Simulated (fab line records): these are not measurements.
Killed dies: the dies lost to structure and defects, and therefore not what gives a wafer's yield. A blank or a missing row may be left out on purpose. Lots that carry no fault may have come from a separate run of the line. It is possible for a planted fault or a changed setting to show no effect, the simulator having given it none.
Which tool was responsible? :: flow gf180mcu :: 6 lots, 18 wafers sampled, at 3 steps of a route of 602

== WHAT THE GAUGES SHOWED, per wafer ==
GF_HV_LDD_RS_MEAS_53: uses a four-point probe to measure.
lot: L172
measured: day 12 10:32
on: film_metro-04
HV_LDD_RS (ohm/sq): 418.3 417.9 418.2

lot: L174
measured: day 12 20:25
on: film_metro-01
HV_LDD_RS (ohm/sq): 419.1 419.4 418.1

lot: L185
measured: day 16 15:44
on: film_metro-04
HV_LDD_RS (ohm/sq): 417.4 418.5 417.7

lot: L189
measured: day 18 09:27
on: film_metro-04
HV_LDD_RS (ohm/sq): 416.4 417.9 417.0

lot: L192
measured: day 19 06:37
on: film_metro-02
HV_LDD_RS (ohm/sq): 418.1 417.4 418.8

lot: L194
measured: day 19 22:05
on: film_metro-02
HV_LDD_RS (ohm/sq): 418.3 417.3 417.1

== WHICH TOOL RAN EACH LOT (tool, then ch and the chambers of the sampled wafers, then the start) ==
lot: L172
GF_HV_LDD_IMPLANT_09: implanter-02 ch 0, day 10 02:10
GF_HV_LDD_STRIP_37: plasma_asher-02 ch 0,1, day 11 15:19

lot: L174
GF_HV_LDD_IMPLANT_09: implanter-02 ch 0, day 10 09:50
GF_HV_LDD_STRIP_37: plasma_asher-01 ch 0,1, day 11 23:55

lot: L185
GF_HV_LDD_IMPLANT_09: implanter-01 ch 0, day 13 21:26
GF_HV_LDD_STRIP_37: plasma_asher-01 ch 0,1, day 15 17:10

lot: L189
GF_HV_LDD_IMPLANT_09: implanter-01 ch 0, day 15 10:49
GF_HV_LDD_STRIP_37: plasma_asher-04 ch 0,1, day 17 09:44

lot: L192
GF_HV_LDD_IMPLANT_09: implanter-04 ch 0, day 16 06:43
GF_HV_LDD_STRIP_37: plasma_asher-04 ch 0,1, day 18 04:46

lot: L194
GF_HV_LDD_IMPLANT_09: implanter-02 ch 0, day 16 20:05
GF_HV_LDD_STRIP_37: plasma_asher-04 ch 0,1, day 18 20:55
- GF_HV_LDD_IMPLANT_09
- GF_HV_LDD_STRIP_37: strips in O2/N2.

== THE ANSWER, worked out from the rows above alone ==
Rule: usual is defined by the lots themselves. Put in order of their means at a reading, lots are off if they are a third of the lots or fewer, leave a main group of 4 or more, and stand apart from it by a gap of 3 or more times the standard deviation of the main group's means; of several such gaps the widest counts. The tables above print the reading to a certain number of digits; a main group whose means all agree to those digits is not used. A lot without any number at a reading at which 4 lots or more have one is off too. All remaining lots with rows at the step are treated as sound.
Nothing can be told from this: no lot is off at any reading shown.

== WHAT WAS PUT IN BY THE SIMULATOR ==
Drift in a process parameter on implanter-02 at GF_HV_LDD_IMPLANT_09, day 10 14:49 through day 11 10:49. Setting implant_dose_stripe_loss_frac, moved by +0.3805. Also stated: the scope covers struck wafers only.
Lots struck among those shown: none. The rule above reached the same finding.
